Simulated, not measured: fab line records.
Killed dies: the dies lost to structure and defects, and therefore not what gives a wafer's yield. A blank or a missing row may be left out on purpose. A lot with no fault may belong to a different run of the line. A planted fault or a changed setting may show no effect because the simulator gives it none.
A lot that was struck, set against a sound lot || flow sky130 || 18 steps out of a route of 708
Sound: the wafers L203.1, L203.2, L203.5. Wafers L204.2, L204.4, L204.6 were the ones struck. Last of all comes the cause.
Order at every step that has rows: each side's tool, ch and its chambers, its first start. Under that, the readings that differ: sound wafers || struck wafers || difference of the means || sigmas: that difference in standard deviations of wafers without a fault.
alike: same words and numbers on both sides, and readings whose means sit less than 2 such deviations apart. not compared: any withheld reading, any reading some wafer has no value for, any bound like >300 that may hide the same value, and any number with overlapping values for which the record gives no deviation.
A row with sigmas, a row that says differs or no value, or rows on one side alone: a step with any of these is where the two part. When numbers do not overlap yet have no deviation, they are printed without sigmas and do not part them. A reading that every wafer of one side lacks parts them only if that side has two wafers or more.

first, 9 steps without rows for these wafers: SKY_CAP2M_CLEAN_17 (cleans in O3/DIW); SKY_METAL4_DEHYDRATE_05 (time 60 s); SKY_METAL4_HMDS_06 (prime time 60 s); SKY_METAL4_COAT_07 (resist thk 60 nm); SKY_METAL4_COAT_08 (resist thk 1140 nm); SKY_METAL4_SOFTBAKE_09 (time 90 s); SKY_METAL4_EXPOSE_10 (exposes mask MM4, target cd 300 nm); SKY_METAL4_PEB_11; SKY_METAL4_DEVELOP_12 (develop time 60 s).
SKY_METAL4_CD_MEAS_13 targets a cd of 300 nm.
  struck on cd sem-01, day 43 22:58; sound on cd sem-02, day 43 22:12
  alike: cd nm
SKY_METAL4_OVL_MEAS_14:
  struck on overlay-02, day 43 23:04; sound on overlay-01, day 43 22:19
  alike: METAL4_OVL
SKY_METAL4_DESCUM_15: chemistry O2, time 8 s.
  sound on rie metal-03 ch 0,1, day 43 22:21; struck on rie metal-01 ch 0,1, day 43 23:06
{"reading": "drypump motor current A (A)", "sound": "5.5 5.2 5.2", "struck": "6.3 6.3 6.5", "difference": "+1.1", "sigmas": "+3"}
  alike: oes product au
  not compared: rf hours counter h
SKY_METAL4_ETCH_16: etches BARC in N2/H2, stops on SiO2, time 88.2 s, target depth 60 nm.
  sound on rie metal-03 ch 0,1, day 43 22:23; struck on rie metal-01 ch 0,1, day 43 23:08
  no value came back on the struck wafers for any of 5 readings (bias w (W), chamber pressure mTorr (mTorr) and others); on the sound wafers bias w (W) reads 98.26 97.72 98.44
{"reading": "model.KrF-thick_of_METAL4_COAT_08.thk nm (nm)", "sound": "1070 1075 1077", "struck": "1122 1122 1123", "difference": "+48", "sigmas": ""}
  not compared: rf hours counter h
SKY_METAL4_ETCH_17: etches SiO2 in C4F8/O2/Ar, stops on TiN, time 3.9 s, target depth 15 nm.
  sound on rie diel-03 ch 0,2, day 43 22:29; struck on rie diel-01 ch 0,3, day 43 23:14
{"reading": "oes product au (a.u.)", "sound": "0.760 0.757 0.762", "struck": "0.373 0.373 0.379", "difference": -0.385, "sigmas": -57}
  alike: bias w, chamber pressure mTorr
  not compared: rf hours counter h
SKY_METAL4_METAL_ETCH_18: etches the open film in Cl2/BCl3, stops on SiO2, target depth 845 nm, time 183.1 s.
  sound on rie metal-02 ch 1, day 43 22:30; struck on rie metal-03 ch 1, day 43 23:19
{"reading": "oes product au (a.u.)", "sound": "0.850 0.848 0.851", "struck": "0.376 0.376 0.377", "difference": -0.473, "sigmas": -85}
{"reading": "model.KrF-thick_of_METAL4_COAT_08.thk nm (nm)", "sound": "511.4 516.2 519.7", "struck": "574.8 579 583.4", "difference": "+63.3", "sigmas": ""}
  alike: bcl3 flow sccm, bias w, drypump motor current A, throttle valve pct
  not compared: rf hours counter h
SKY_METAL4_STRIP_19: strips in O2/N2.
  sound on plasma asher-02 ch 0,1, day 43 22:52; struck on plasma asher-02 ch 0,1, day 43 23:36
{"reading": "oes product au (a.u.)", "sound": "0.491 0.489 0.498", "struck": "0.525 0.525 0.523", "difference": "+0.032", "sigmas": "+6"}
{"reading": "strip time to endpoint s (s)", "sound": "6.37 6.43 6.45", "struck": "7.00 7.04 7.11", "difference": "+0.63", "sigmas": "+10"}
  alike: drypump motor current A
  not compared: rf hours counter h
then, 1 step without rows for these wafers: SKY_METAL4_STRIP_20 (strips in post etch residue remover, time 1200 s).
-- the record jumps here: 4 days lie between the struck wafers' starts before and after (it left off in module METAL4 and takes up again in module PAD_OPEN, whose first step shown is number 708 of the route) --
SKY_PAD_OPEN_PROBE_99:
  struck on prober-01, day 47 17:54; sound on prober-02, day 47 17:04
{"reading": "defect limited yield (%)", "sound": "82.1 84.6 82.9", "struck": "0 0 0", "difference": -83, "sigmas": -40}
{"reading": "killed_at_M4_up", "sound": "2 2 1", "struck": "411 410 397", "difference": "+404", "sigmas": "+99 or more"}
{"reading": "killed dies", "sound": "88 76 84", "struck": "492 492 492", "difference": "+409", "sigmas": "+41"}
{"reading": "killed on rim", "sound": "18 15 14", "struck": "96 96 96", "difference": "+80", "sigmas": "+22"}
{"reading": "sort_bin_5_function (%)", "sound": "10.8 10.4 8.7", "struck": "93.5 94.1 90.2", "difference": "+82.6", "sigmas": "+55"}
{"reading": "sort n pass", "sound": "404 416 408", "struck": "0 0 0", "difference": -409, "sigmas": -41}
{"reading": "sort yield pct (%)", "sound": "82.1 84.6 82.9", "struck": "0 0 0", "difference": -83, "sigmas": -40}
  alike: killed_at_M0_to_M3, killed at contacts, killed at front end, killed at other, killed open, killed short, sort_bin_3_pad_short, sort_bin_6_memory

## WHERE THEY PART
Last at SKY_PAD_OPEN_PROBE_99 as far as this record goes, first at SKY_METAL4_DESCUM_15.

WHY: the cause the simulator had injected
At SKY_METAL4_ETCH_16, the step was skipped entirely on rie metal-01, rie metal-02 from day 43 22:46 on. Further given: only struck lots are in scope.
